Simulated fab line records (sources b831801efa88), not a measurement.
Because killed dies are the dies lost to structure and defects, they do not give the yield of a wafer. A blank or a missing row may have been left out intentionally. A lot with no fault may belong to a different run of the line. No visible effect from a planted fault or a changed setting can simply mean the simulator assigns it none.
fab line records | flow gf180mcu | part 1 of 2: steps 1 to 27 of 36
record: lots: 5 | wafers: 15 | last-day: 34
route steps=602 shown M1@321 V1@335
lots that met no fault: taken from a fault-free run of the same line
start-h: hours from the record's first day to the start of the lot's first wafer shown | wait-h: how many hours have passed since the lot's step before this one | " identical to the entry in the row above | L1.1+2: a row that stands for several wafers | - no value, or no start was given | * or withheld: withheld | < > ~ a bound
route shown NAME@n: names a module that has steps shown in the file, with the first one's number in the route | usual: mean/standard deviation taken from wafers without a fault | same: alike in all rows | chamber/n: place in a boat | sites: readings site by site | _std_site: the standard deviation of these | _edge_site: mean of outer sites minus mean of inner sites | radius-mm: for every site, how far away it sits from the centre of the wafer | mask NAME#n: copy n | behind: the last tool/chamber to shape the wafer | hold: why the lot was held/for how many hours/how that ended | device: transistor that didn't switch, given as n, p or np | end of line: at the end of the route, the tests of the same wafers | a step without rows: its recipe alone | killed: not the wafer's yield, but the dies lost to structure and defects at the first sort | map: dies across one wafer; x = killed, . = not, _ = none there
set.NAME: the setting the step ran with; set.NAME@STEP: the setting that earlier step ran with | model.NAME: the simulator's own value behind a step, which no gauge read
lots at some steps of the route; a table a step, a row a wafer
services: when a tool's chamber went out of use (start-h, in hours from the record's first day, below 0 if earlier), for how many hours, and the reason
== steps ==
step: GF_M1_THK_MEAS_06
recipe: thk-meas-gauge: xrf | reads: AlCu_of_M1_SPUTTER_02
usual: M1_ALCU_THK: 448/5.9
lot.wafer | tool          | chamber | start-h | wait-h | M1_ALCU_THK[nm]
L078.1    | film-metro-04 | -       | 408.77  | 0.1    | 444
L078.4    | "             | -       | "       | "      | 440
L078.6    | "             | -       | "       | "      | 443
L080.1    | film-metro-04 | -       | 429.74  | 0.1    | 442
L080.4    | "             | -       | "       | "      | 442
L080.5    | "             | -       | "       | "      | 446
L082.1    | film-metro-02 | -       | 445.89  | 0.1    | 444
L082.3    | "             | -       | "       | "      | 443
L082.6    | "             | -       | "       | "      | 445
L096.2    | film-metro-02 | -       | 557.99  | 0.1    | 441
L096.4    | "             | -       | "       | "      | 439
L096.5    | "             | -       | "       | "      | 456
L097.3    | film-metro-01 | -       | 567.25  | 0.1    | 449
L097.5    | "             | -       | "       | "      | 450
L097.6    | "             | -       | "       | "      | 447
step: GF_M1_DEHYDRATE_07
recipe: temp-c: 200 | time-s: 60
usual: exhaust-pa: 45.1/0.93
lot.wafer | tool           | chamber | start-h | wait-h | exhaust-pa
L078.1    | litho-track-02 | 0       | 420.27  | 11.5   | 46.2
L078.4    | "              | 0       | "       | "      | 46.4
L078.6    | "              | 0       | "       | "      | 46.0
L080.1    | litho-track-02 | 0       | 441.42  | 11.7   | 45.1
L080.4    | "              | 0       | "       | "      | 44.5
L080.5    | "              | 0       | "       | "      | 45.3
L082.1    | litho-track-04 | 0       | 457.72  | 11.8   | 46.0
L082.3    | "              | 0       | "       | "      | 44.1
L082.6    | "              | 0       | "       | "      | 44.9
L096.2    | litho-track-02 | 0       | 568.49  | 10.5   | 44.0
L096.4    | "              | 0       | "       | "      | 44.8
L096.5    | "              | 0       | "       | "      | 45.7
L097.3    | litho-track-04 | 0       | 577.07  | 9.8    | 46.3
L097.5    | "              | 0       | "       | "      | 45.8
L097.6    | "              | 0       | "       | "      | 45.0
step: GF_M1_HMDS_08
recipe: prime-time-s: 60 | prime-temp-c: 120
usual: exhaust-pa: 45.0/0.95
lot.wafer | tool           | chamber | start-h | wait-h | exhaust-pa
L078.1    | litho-track-02 | 0       | 420.42  | 0.1    | 45.7
L078.4    | "              | 0       | "       | "      | 45.8
L078.6    | "              | 0       | "       | "      | 45.8
L080.1    | litho-track-02 | 0       | 441.57  | 0.1    | 45.6
L080.4    | "              | 0       | "       | "      | 44.0
L080.5    | "              | 0       | "       | "      | 45.4
L082.1    | litho-track-04 | 0       | 457.87  | 0.1    | 46.1
L082.3    | "              | 0       | "       | "      | 46.0
L082.6    | "              | 0       | "       | "      | 47.3
L096.2    | litho-track-02 | 0       | 568.64  | 0.1    | 45.0
L096.4    | "              | 0       | "       | "      | 45.3
L096.5    | "              | 0       | "       | "      | 44.6
L097.3    | litho-track-04 | 0       | 577.22  | 0.1    | 46.0
L097.5    | "              | 0       | "       | "      | 45.0
L097.6    | "              | 0       | "       | "      | 45.7
step: GF_M1_COAT_09
recipe: resist: KrF | spin-rpm: withheld | resist-thk-nm: 1000
usual: exhaust-pa: 44.9/0.87
lot.wafer | tool           | chamber | start-h | wait-h | exhaust-pa
L078.1    | litho-track-02 | 0       | 420.57  | 0.1    | 44.8
L078.4    | "              | 0       | "       | "      | 46.1
L078.6    | "              | 0       | "       | "      | 45.4
L080.1    | litho-track-02 | 0       | 441.72  | 0.1    | 42.7
L080.4    | "              | 0       | "       | "      | 43.9
L080.5    | "              | 0       | "       | "      | 42.6
L082.1    | litho-track-04 | 0       | 458.02  | 0.1    | 45.4
L082.3    | "              | 0       | "       | "      | 45.4
L082.6    | "              | 0       | "       | "      | 44.5
L096.2    | litho-track-02 | 0       | 568.79  | 0.1    | 46.0
L096.4    | "              | 0       | "       | "      | 45.9
L096.5    | "              | 0       | "       | "      | 45.2
L097.3    | litho-track-04 | 0       | 577.37  | 0.1    | 46.1
L097.5    | "              | 0       | "       | "      | 43.9
L097.6    | "              | 0       | "       | "      | 45.5
step: GF_M1_SOFTBAKE_10
recipe: temp-c: 130 | time-s: 60 | resist: KrF
usual: exhaust-pa: 45.2/0.84
lot.wafer | tool           | chamber | start-h | wait-h | exhaust-pa
L078.1    | litho-track-02 | 0       | 420.72  | 0.1    | 45.1
L078.4    | "              | 0       | "       | "      | 45.4
L078.6    | "              | 0       | "       | "      | 46.3
L080.1    | litho-track-02 | 0       | 441.87  | 0.1    | 44.8
L080.4    | "              | 0       | "       | "      | 44.1
L080.5    | "              | 0       | "       | "      | 45.5
L082.1    | litho-track-04 | 0       | 458.17  | 0.1    | 45.1
L082.3    | "              | 0       | "       | "      | 44.8
L082.6    | "              | 0       | "       | "      | 45.6
L096.2    | litho-track-02 | 0       | 568.94  | 0.1    | 45.9
L096.4    | "              | 0       | "       | "      | 45.7
L096.5    | "              | 0       | "       | "      | 45.5
L097.3    | litho-track-04 | 0       | 577.52  | 0.1    | 44.5
L097.5    | "              | 0       | "       | "      | 46.7
L097.6    | "              | 0       | "       | "      | 46.0
step: GF_M1_EXPOSE_11
recipe: mask-id: Metal1 | target-cd-nm: 230 | na: 0.68 | source-shape: conventional | sigma-outer: 0.6 | dose-mj: 28
lot.wafer  | tool           | chamber | start-h | wait-h | mask
L078.1+4+6 | krf-scanner-01 | 0       | -       | -      | Metal1#0
L080.1+4+5 | krf-scanner-02 | 0       | -       | -      | Metal1#0
L082.1+3+6 | krf-scanner-02 | 0       | -       | -      | Metal1#0
L096.2+4+5 | krf-scanner-02 | 0       | -       | -      | Metal1#0
L097.3+5+6 | krf-scanner-01 | 0       | -       | -      | Metal1#0
step: GF_M1_PEB_12
recipe: peb-temp-c: 135 | peb-time-s: 90 | resist: KrF
usual: exhaust-pa: 44.9/0.99
lot.wafer | tool           | chamber | start-h | wait-h | exhaust-pa
L078.1    | litho-track-01 | 0       | -       | -      | 44.5
L078.4    | "              | 0       | "       | "      | 47.4
L078.6    | "              | 0       | "       | "      | 45.3
L080.1    | litho-track-02 | 0       | -       | -      | 44.7
L080.4    | "              | 0       | "       | "      | 45.4
L080.5    | "              | 0       | "       | "      | 44.8
L082.1    | litho-track-01 | 0       | -       | -      | 45.3
L082.3    | "              | 0       | "       | "      | 45.0
L082.6    | "              | 0       | "       | "      | 46.4
L096.2    | litho-track-01 | 0       | -       | -      | 44.2
L096.4    | "              | 0       | "       | "      | 44.6
L096.5    | "              | 0       | "       | "      | 43.9
L097.3    | litho-track-02 | 0       | -       | -      | 45.9
L097.5    | "              | 0       | "       | "      | 44.7
L097.6    | "              | 0       | "       | "      | 44.4
step: GF_M1_DEVELOP_13
recipe: develop-time-s: 60 | dev-temp-c: 21
usual: exhaust-pa: 45.0/0.82
lot.wafer | tool           | chamber | start-h | wait-h | exhaust-pa
L078.1    | litho-track-01 | 0       | 432.84  | 0.2    | 45.6
L078.4    | "              | 0       | "       | "      | 44.5
L078.6    | "              | 0       | "       | "      | 45.0
L080.1    | litho-track-02 | 0       | 454.82  | 0.2    | 44.0
L080.4    | "              | 0       | "       | "      | 44.4
L080.5    | "              | 0       | "       | "      | 45.8
L082.1    | litho-track-01 | 0       | 470.04  | 0.2    | 45.6
L082.3    | "              | 0       | "       | "      | 45.2
L082.6    | "              | 0       | "       | "      | 46.1
L096.2    | litho-track-01 | 0       | 579.81  | 0.2    | 45.8
L096.4    | "              | 0       | "       | "      | 45.6
L096.5    | "              | 0       | "       | "      | 45.8
L097.3    | litho-track-02 | 0       | 588.51  | 0.1    | 45.8
L097.5    | "              | 0       | "       | "      | 44.2
L097.6    | "              | 0       | "       | "      | 45.1
step: GF_M1_CD_MEAS_14
recipe: target-cd-nm: 230
usual: cd-nm: 230.2/1.3
lot.wafer | tool      | chamber | start-h | wait-h | cd-nm
L078.1    | cd-sem-02 | -       | 432.99  | 0.1    | 232.6
L078.4    | "         | -       | "       | "      | 230.2
L078.6    | "         | -       | "       | "      | 231.5
L080.1    | cd-sem-02 | -       | 454.97  | 0.1    | 229.9
L080.4    | "         | -       | "       | "      | 230.2
L080.5    | "         | -       | "       | "      | 229.9
L082.1    | cd-sem-02 | -       | 470.19  | 0.1    | 228.1
L082.3    | "         | -       | "       | "      | 229.3
L082.6    | "         | -       | "       | "      | 229.2
L096.2    | cd-sem-02 | -       | 579.96  | 0.1    | 231.9
L096.4    | "         | -       | "       | "      | 232.3
L096.5    | "         | -       | "       | "      | 232.2
L097.3    | cd-sem-02 | -       | 588.65  | 0.1    | 228.8
L097.5    | "         | -       | "       | "      | 227.5
L097.6    | "         | -       | "       | "      | 228.7
step: GF_M1_OVL_MEAS_15
usual: M1_OVL: 1/6.5
lot.wafer | tool       | chamber | start-h | wait-h | M1_OVL[nm]
L078.1    | overlay-01 | -       | 433.11  | 0.1    | 2
L078.4    | "          | -       | "       | "      | -4
L078.6    | "          | -       | "       | "      | -3
L080.1    | overlay-01 | -       | 455.09  | 0.1    | -6
L080.4    | "          | -       | "       | "      | -10
L080.5    | "          | -       | "       | "      | -8
L082.1    | overlay-01 | -       | 470.31  | 0.1    | 7
L082.3    | "          | -       | "       | "      | 4
L082.6    | "          | -       | "       | "      | 0
L096.2    | overlay-02 | -       | 580.06  | 0.1    | -11
L096.4    | "          | -       | "       | "      | -6
L096.5    | "          | -       | "       | "      | -4
L097.3    | overlay-02 | -       | 588.75  | 0.1    | 8
L097.5    | "          | -       | "       | "      | 7
L097.6    | "          | -       | "       | "      | 7
step: GF_M1_METAL_ETCH_16
recipe: chemistry: Cl2/BCl3 | mask-material: KrF | target-depth-nm: 627.5 | stop-on: SiO2 | pressure-mtorr: 8 | icp-w: 800 | bias-w: 140 | Cl2_flow_sccm: 80 | bcl3-flow-sccm: 40 | time-s: 104.6
usual: bias-w: 139.9/0.46 | drypump-motor-current-A: 5.5/0.48 | oes-product-au: 0.976/0.0073 | throttle-valve-pct: 28.244/0.011
lot.wafer | tool         | chamber | start-h | wait-h | bias-w | drypump-motor-current-A | oes-product-au | rf-hours-counter-h | throttle-valve-pct
L078.1    | rie-metal-03 | 0       | 433.15  | 0.0    | 140.6  | 5.7                     | 0.979          | 10                 | 28.238
L078.4    | "            | 0       | "       | "      | 140.6  | 5.8                     | 0.970          | -                  | 28.245
L078.6    | "            | 0       | "       | "      | 140.2  | 5.8                     | 0.973          | -                  | 28.244
L080.1    | rie-metal-02 | 1       | 455.12  | 0.0    | 140.1  | 6.4                     | 0.962          | 10                 | 28.253
L080.4    | "            | 0       | "       | "      | 139.9  | 5.3                     | 0.963          | -                  | 28.251
L080.5    | "            | 0       | "       | "      | 140.2  | 5.3                     | 0.978          | -                  | 28.241
L082.1    | rie-metal-04 | 0       | 470.35  | 0.0    | 140.2  | 5.1                     | 0.976          | 10                 | 28.250
L082.3    | "            | 1       | "       | "      | 139.2  | 5.6                     | 0.979          | -                  | 28.242
L082.6    | "            | 1       | "       | "      | 139.8  | 5.6                     | 0.976          | -                  | 28.237
L096.2    | rie-metal-03 | 0       | 580.09  | 0.0    | 140.1  | 5.7                     | 0.967          | 2                  | 28.245
L096.4    | "            | 0       | "       | "      | 140.0  | 5.7                     | 0.966          | -                  | 28.271
L096.5    | "            | 0       | "       | "      | 139.5  | 5.7                     | 0.989          | -                  | 28.246
L097.3    | rie-metal-02 | 1       | 588.81  | 0.1    | 140.2  | 6.4                     | 0.972          | -                  | 28.257
L097.5    | "            | 0       | "       | "      | 140.0  | 5.3                     | 0.978          | -                  | 28.226
L097.6    | "            | 1       | "       | "      | 139.4  | 6.4                     | 0.971          | -                  | 28.238
step: GF_M1_STRIP_17
recipe: chemistry: O2/N2 | power-w: 1400 | pressure-mtorr: 1500 | platen-temp-c: 250 | o2-flow-sccm: 3000 | n2-flow-sccm: 300 | overash-fraction: 0.5
usual: drypump-motor-current-A: 5.7/0.57 | heater-power-w: 336/23 | oes-product-au: 0.557/0.005 | strip-time-to-endpoint-s: 7.86/0.044
lot.wafer | tool            | chamber | start-h | wait-h | drypump-motor-current-A | heater-power-w | oes-product-au | rf-hours-counter-h | strip-time-to-endpoint-s
L078.1    | plasma-asher-01 | 0       | 433.26  | 0.1    | 5.2                     | 329            | 0.553          | 28                 | 7.83
L078.4    | "               | 1       | "       | "      | 5.3                     | 325            | 0.552          | -                  | 7.82
L078.6    | "               | 0       | "       | "      | 5.2                     | 311            | 0.553          | -                  | 7.85
L080.1    | plasma-asher-04 | 0       | 455.23  | 0.1    | 5.1                     | 307            | 0.558          | 3                  | 7.92
L080.4    | "               | 0       | "       | "      | 5.1                     | 320            | 0.566          | -                  | 7.96
L080.5    | "               | 0       | "       | "      | 5.1                     | 312            | 0.555          | -                  | 7.93
L082.1    | plasma-asher-01 | 1       | 470.46  | 0.1    | 5.3                     | 327            | 0.560          | 31                 | 7.86
L082.3    | "               | 1       | "       | "      | 5.3                     | 319            | 0.550          | -                  | 7.82
L082.6    | "               | 1       | "       | "      | 5.3                     | 323            | 0.553          | -                  | 7.85
L096.2    | plasma-asher-04 | 0       | 580.21  | 0.1    | 5.1                     | 304            | 0.553          | 17                 | 7.78
L096.4    | "               | 0       | "       | "      | 5.1                     | 311            | 0.563          | -                  | 7.81
L096.5    | "               | 1       | "       | "      | 6.6                     | 356            | 0.561          | -                  | 7.83
L097.3    | plasma-asher-01 | 1       | 588.91  | 0.1    | 5.3                     | 323            | 0.553          | -                  | 7.87
L097.5    | "               | 0       | "       | "      | 5.2                     | 319            | 0.557          | -                  | 7.84
L097.6    | "               | 1       | "       | "      | 5.3                     | 323            | 0.559          | -                  | 7.90
step: GF_M1_STRIP_18
recipe: chemistry: post-etch-residue-remover | time-s: 1200 | temp-c: 72.5
usual: bath-guard-temp-C: 72.5/0.4
lot.wafer | tool         | chamber | start-h | wait-h | bath-guard-temp-C
L078.1    | wet-bench-03 | 3       | 433.36  | 0.1    | 72.8
L078.4    | "            | 3       | "       | "      | 72.8
L078.6    | "            | 3       | "       | "      | 72.3
L080.1    | wet-bench-01 | 3       | 455.33  | 0.1    | 72.4
L080.4    | "            | 3       | "       | "      | 72.6
L080.5    | "            | 3       | "       | "      | 72.7
L082.1    | wet-bench-03 | 2       | 470.56  | 0.1    | 73.0
L082.3    | "            | 2       | "       | "      | 72.9
L082.6    | "            | 2       | "       | "      | 72.9
L096.2    | wet-bench-04 | 0       | 580.31  | 0.1    | 71.9
L096.4    | "            | 0       | "       | "      | 71.8
L096.5    | "            | 0       | "       | "      | 71.7
L097.3    | wet-bench-03 | 2       | 588.98  | 0.0    | 72.8
L097.5    | "            | 2       | "       | "      | 72.8
L097.6    | "            | 2       | "       | "      | 72.8
step: GF_M1_CLEAN_19
recipe: chemistry: DIW | dry: n2-spin
lot.wafer  | tool         | chamber | start-h | wait-h
L078.1+4+6 | wet-bench-01 | 2       | 433.70  | 0.0
L080.1+4+5 | wet-bench-04 | 1       | 456.08  | 0.0
L082.1+3+6 | wet-bench-04 | 1       | 470.90  | 0.0
L096.2+4+5 | wet-bench-01 | 1       | 580.65  | 0.0
L097.3+5+6 | wet-bench-04 | 0       | 589.32  | 0.0
step: GF_V1_CVD_00
recipe: material: SiO2 | target-thk-nm: 600 | sigma-open-frac: 0.3 | temp-c: 400 | time-s: 100 | sih4-flow-sccm: 60 | pressure-mtorr: 6
lot.wafer  | tool      | chamber | start-h | wait-h
L078.1+4+6 | hdpcvd-01 | 1,2,1   | 433.80  | 0.0
L080.1+4+5 | hdpcvd-01 | 1,1,2   | 456.17  | 0.0
L082.1+3+6 | hdpcvd-01 | 2,1,0   | 471.00  | 0.0
L096.2+4+5 | hdpcvd-02 | 1,0,2   | 580.74  | 0.0
L097.3+5+6 | hdpcvd-02 | 0,2,0   | 589.41  | 0.0
step: GF_V1_THK_MEAS_01
recipe: reads: SiO2_of_V1_CVD_00
usual: V1_CVD_00_THK: 601/6.9
lot.wafer | tool          | chamber | start-h | wait-h | V1_CVD_00_THK[nm]
L078.1    | film-metro-03 | -       | 433.87  | 0.0    | 585
L078.4    | "             | -       | "       | "      | 584
L078.6    | "             | -       | "       | "      | 585
L080.1    | film-metro-02 | -       | 456.24  | 0.0    | 608
L080.4    | "             | -       | "       | "      | 597
L080.5    | "             | -       | "       | "      | 601
L082.1    | film-metro-01 | -       | 471.07  | 0.0    | 610
L082.3    | "             | -       | "       | "      | 605
L082.6    | "             | -       | "       | "      | 614
L096.2    | film-metro-02 | -       | 580.82  | 0.0    | 589
L096.4    | "             | -       | "       | "      | 609
L096.5    | "             | -       | "       | "      | 594
L097.3    | film-metro-02 | -       | 589.51  | 0.1    | 600
L097.5    | "             | -       | "       | "      | 596
L097.6    | "             | -       | "       | "      | 601
step: GF_V1_CVD_02
recipe: material: SiO2 | target-thk-nm: 850 | precursor: TEOS | temp-c: 400 | time-s: 94.851 | rf-w: 600
usual: heater-power-w: 672/83
lot.wafer | tool     | chamber | start-h | wait-h | heater-power-w
L078.1    | pecvd-02 | 0       | 433.93  | 0.1    | 635
L078.4    | "        | 0       | "       | "      | 521
L078.6    | "        | 1       | "       | "      | 770
L080.1    | pecvd-04 | 2       | 456.30  | 0.1    | 779
L080.4    | "        | 2       | "       | "      | 822
L080.5    | "        | 0       | "       | "      | 551
L082.1    | pecvd-03 | 0       | 471.13  | 0.1    | 633
L082.3    | "        | 1       | "       | "      | 815
L082.6    | "        | 0       | "       | "      | 661
L096.2    | pecvd-03 | 1       | 580.87  | 0.0    | 762
L096.4    | "        | 0       | "       | "      | 684
L096.5    | "        | 1       | "       | "      | 806
L097.3    | pecvd-04 | 0       | 589.55  | 0.0    | 634
L097.5    | "        | 0       | "       | "      | 665
L097.6    | "        | 2       | "       | "      | 763
step: GF_V1_THK_MEAS_03
recipe: reads: SiO2_of_V1_CVD_02
usual: V1_CVD_02_THK: 853/16
lot.wafer | tool          | chamber | start-h | wait-h | V1_CVD_02_THK[nm]
L078.1    | film-metro-03 | -       | 434.00  | 0.0    | 850
L078.4    | "             | -       | "       | "      | 861
L078.6    | "             | -       | "       | "      | 855
L080.1    | film-metro-03 | -       | 456.37  | 0.0    | 827
L080.4    | "             | -       | "       | "      | 837
L080.5    | "             | -       | "       | "      | 837
L082.1    | film-metro-02 | -       | 471.20  | 0.0    | 853
L082.3    | "             | -       | "       | "      | 882
L082.6    | "             | -       | "       | "      | 869
L096.2    | film-metro-01 | -       | 580.95  | 0.0    | 871
L096.4    | "             | -       | "       | "      | 878
L096.5    | "             | -       | "       | "      | 883
L097.3    | film-metro-01 | -       | 589.64  | 0.1    | 844
L097.5    | "             | -       | "       | "      | 854
L097.6    | "             | -       | "       | "      | 850
step: GF_V1_CMP_04
recipe: material: SiO2 | down-force-psi: 4 | platen-rpm: 60 | pad-velocity-m-s: 0.94248
usual: edge-zone-pressure-frac: 0.999/0.0052 | motor-current-A: 12.3/1.2 | time-to-endpoint-s: 81/7.3
lot.wafer | tool   | chamber | start-h | wait-h | edge-zone-pressure-frac | motor-current-A | time-to-endpoint-s
L078.4    | cmp-01 | 3       | 434.06  | 0.0    | 0.998                   | 10.9            | 81
L078.1    | "      | 0       | "       | "      | 0.998                   | 11.9            | 78
L078.6    | "      | 3       | "       | "      | 0.998                   | 10.8            | 81
L080.1    | cmp-01 | 3       | 456.43  | 0.1    | 1.001                   | 11.0            | 70
L080.4    | "      | 2       | "       | "      | 0.998                   | 10.9            | 73
L080.5    | "      | 3       | "       | "      | 0.997                   | 10.5            | 76
L082.1    | cmp-01 | 1       | 471.26  | 0.1    | 0.990                   | 13.7            | 86
L082.3    | "      | 3       | "       | "      | 0.994                   | 10.7            | 94
L082.6    | "      | 1       | "       | "      | 0.996                   | 13.4            | 93
L096.2    | cmp-02 | 2       | 581.10  | 0.1    | 1.006                   | 11.5            | 84
L096.4    | "      | 3       | "       | "      | 0.997                   | 11.8            | 90
L096.5    | "      | 0       | "       | "      | 1.002                   | 13.0            | 97
L097.3    | cmp-02 | 1       | 589.78  | 0.1    | 0.990                   | 13.5            | 82
L097.6    | "      | 3       | "       | "      | 1.009                   | 12.5            | 79
L097.5    | "      | 0       | "       | "      | 0.991                   | 13.1            | 91
step: GF_V1_BOW_MEAS_05
recipe: mode: bow
usual: V1_BOW: 81/7
lot.wafer | tool          | chamber | start-h | wait-h | V1_BOW[um]
L078.1    | film-metro-01 | -       | 434.39  | 0.2    | 78
L078.4    | "             | -       | "       | "      | 77
L078.6    | "             | -       | "       | "      | 79
L080.1    | film-metro-01 | -       | 456.73  | 0.2    | 89
L080.4    | "             | -       | "       | "      | 66
L080.5    | "             | -       | "       | "      | 80
L082.1    | film-metro-03 | -       | 471.56  | 0.2    | 85
L082.3    | "             | -       | "       | "      | 89
L082.6    | "             | -       | "       | "      | 78
L096.2    | film-metro-02 | -       | 581.32  | 0.2    | 76
L096.4    | "             | -       | "       | "      | 84
L096.5    | "             | -       | "       | "      | 72
L097.3    | film-metro-03 | -       | 590.02  | 0.2    | 85
L097.5    | "             | -       | "       | "      | 88
L097.6    | "             | -       | "       | "      | 81
step: GF_V1_DEHYDRATE_06
recipe: temp-c: 200 | time-s: 60
usual: exhaust-pa: 45.0/0.98
lot.wafer | tool           | chamber | start-h | wait-h | exhaust-pa
L078.1    | litho-track-04 | 0       | 446.07  | 11.7   | 45.4
L078.4    | "              | 0       | "       | "      | 44.6
L078.6    | "              | 0       | "       | "      | 46.6
L080.1    | litho-track-02 | 0       | 468.07  | 11.3   | 42.7
L080.4    | "              | 0       | "       | "      | 44.3
L080.5    | "              | 0       | "       | "      | 43.4
L082.1    | litho-track-04 | 0       | 483.12  | 11.5   | 46.4
L082.3    | "              | 0       | "       | "      | 45.6
L082.6    | "              | 0       | "       | "      | 44.3
L096.2    | litho-track-03 | 0       | 591.27  | 9.9    | 46.1
L096.4    | "              | 0       | "       | "      | 45.0
L096.5    | "              | 0       | "       | "      | 45.2
L097.3    | litho-track-03 | 0       | 600.00  | 10.0   | 44.6
L097.5    | "              | 0       | "       | "      | 46.6
L097.6    | "              | 0       | "       | "      | 45.1
step: GF_V1_HMDS_07
recipe: prime-time-s: 60 | prime-temp-c: 120
usual: exhaust-pa: 45.0/0.86
lot.wafer | tool           | chamber | start-h | wait-h | exhaust-pa
L078.1    | litho-track-04 | 0       | 446.22  | 0.1    | 43.8
L078.4    | "              | 0       | "       | "      | 44.2
L078.6    | "              | 0       | "       | "      | 44.2
L080.1    | litho-track-02 | 0       | 468.22  | 0.1    | 44.8
L080.4    | "              | 0       | "       | "      | 45.9
L080.5    | "              | 0       | "       | "      | 44.9
L082.1    | litho-track-04 | 0       | 483.27  | 0.1    | 45.3
L082.3    | "              | 0       | "       | "      | 45.2
L082.6    | "              | 0       | "       | "      | 44.3
L096.2    | litho-track-03 | 0       | 591.42  | 0.1    | 45.7
L096.4    | "              | 0       | "       | "      | 44.7
L096.5    | "              | 0       | "       | "      | 44.9
L097.3    | litho-track-03 | 0       | 600.15  | 0.1    | 42.9
L097.5    | "              | 0       | "       | "      | 44.7
L097.6    | "              | 0       | "       | "      | 44.8
step: GF_V1_COAT_08
recipe: resist: BARC | temp-c: withheld | time-s: withheld | spin-rpm: withheld | resist-thk-nm: withheld
usual: exhaust-pa: 45.1/0.89
lot.wafer | tool           | chamber | start-h | wait-h | exhaust-pa
L078.1    | litho-track-04 | 0       | 446.37  | 0.1    | 45.7
L078.4    | "              | 0       | "       | "      | 46.3
L078.6    | "              | 0       | "       | "      | 46.3
L080.1    | litho-track-02 | 0       | 468.37  | 0.1    | 45.0
L080.4    | "              | 0       | "       | "      | 44.3
L080.5    | "              | 0       | "       | "      | 45.2
L082.1    | litho-track-04 | 0       | 483.42  | 0.1    | 43.2
L082.3    | "              | 0       | "       | "      | 44.0
L082.6    | "              | 0       | "       | "      | 44.0
L096.2    | litho-track-03 | 0       | 591.57  | 0.1    | 44.9
L096.4    | "              | 0       | "       | "      | 44.7
L096.5    | "              | 0       | "       | "      | 44.5
L097.3    | litho-track-03 | 0       | 600.30  | 0.1    | 46.4
L097.5    | "              | 0       | "       | "      | 46.4
L097.6    | "              | 0       | "       | "      | 43.8
step: GF_V1_COAT_09
recipe: resist: KrF | spin-rpm: withheld | resist-thk-nm: 1000
usual: exhaust-pa: 45.2/0.9
lot.wafer | tool           | chamber | start-h | wait-h | exhaust-pa
L078.1    | litho-track-04 | 0       | -       | -      | 44.0
L078.4    | "              | 0       | "       | "      | 44.9
L078.6    | "              | 0       | "       | "      | 44.7
L080.1    | litho-track-02 | 0       | -       | -      | 45.0
L080.4    | "              | 0       | "       | "      | 45.2
L080.5    | "              | 0       | "       | "      | 45.7
L082.1    | litho-track-04 | 0       | -       | -      | 45.6
L082.3    | "              | 0       | "       | "      | 46.2
L082.6    | "              | 0       | "       | "      | 44.6
L096.2    | litho-track-03 | 0       | -       | -      | 45.2
L096.4    | "              | 0       | "       | "      | 44.3
L096.5    | "              | 0       | "       | "      | 44.7
L097.3    | litho-track-03 | 0       | -       | -      | 45.8
L097.5    | "              | 0       | "       | "      | 46.5
L097.6    | "              | 0       | "       | "      | 46.2
step: GF_V1_SOFTBAKE_10
recipe: temp-c: 130 | time-s: 60 | resist: KrF
usual: exhaust-pa: 45.2/1
lot.wafer | tool           | chamber | start-h | wait-h | exhaust-pa
L078.1    | litho-track-04 | 0       | -       | -      | 43.8
L078.4    | "              | 0       | "       | "      | 44.8
L078.6    | "              | 0       | "       | "      | 45.0
L080.1    | litho-track-02 | 0       | -       | -      | 46.4
L080.4    | "              | 0       | "       | "      | 46.1
L080.5    | "              | 0       | "       | "      | 44.6
L082.1    | litho-track-04 | 0       | -       | -      | 43.8
L082.3    | "              | 0       | "       | "      | 43.6
L082.6    | "              | 0       | "       | "      | 44.4
L096.2    | litho-track-03 | 0       | -       | -      | 44.2
L096.4    | "              | 0       | "       | "      | 44.8
L096.5    | "              | 0       | "       | "      | 44.6
L097.3    | litho-track-03 | 0       | -       | -      | 44.7
L097.5    | "              | 0       | "       | "      | 46.1
L097.6    | "              | 0       | "       | "      | 44.7
step: GF_V1_EXPOSE_11
recipe: mask-id: Via1 | target-cd-nm: 260 | na: 0.68 | source-shape: conventional | sigma-outer: 0.6 | dose-mj: 38
lot.wafer  | tool           | chamber | start-h | wait-h | mask
L078.1+4+6 | krf-scanner-02 | 0       | -       | -      | Via1#0
L080.1+4+5 | krf-scanner-01 | 0       | -       | -      | Via1#0
L082.1+3+6 | krf-scanner-01 | 0       | -       | -      | Via1#0
L096.2+4+5 | krf-scanner-01 | 0       | -       | -      | Via1#0
L097.3+5+6 | krf-scanner-02 | 0       | -       | -      | Via1#0
step: GF_V1_PEB_12
recipe: peb-temp-c: 135 | peb-time-s: 90 | resist: KrF
usual: exhaust-pa: 44.9/0.85
lot.wafer | tool           | chamber | start-h | wait-h | exhaust-pa
L078.1    | litho-track-02 | 0       | -       | -      | 45.7
L078.4    | "              | 0       | "       | "      | 44.1
L078.6    | "              | 0       | "       | "      | 45.6
L080.1    | litho-track-02 | 0       | -       | -      | 46.2
L080.4    | "              | 0       | "       | "      | 45.2
L080.5    | "              | 0       | "       | "      | 46.8
L082.1    | litho-track-02 | 0       | -       | -      | 43.7
L082.3    | "              | 0       | "       | "      | 44.1
L082.6    | "              | 0       | "       | "      | 45.1
L096.2    | litho-track-02 | 0       | -       | -      | 44.2
L096.4    | "              | 0       | "       | "      | 45.1
L096.5    | "              | 0       | "       | "      | 44.2
L097.3    | litho-track-03 | 0       | -       | -      | 45.3
L097.5    | "              | 0       | "       | "      | 44.8
L097.6    | "              | 0       | "       | "      | 45.0
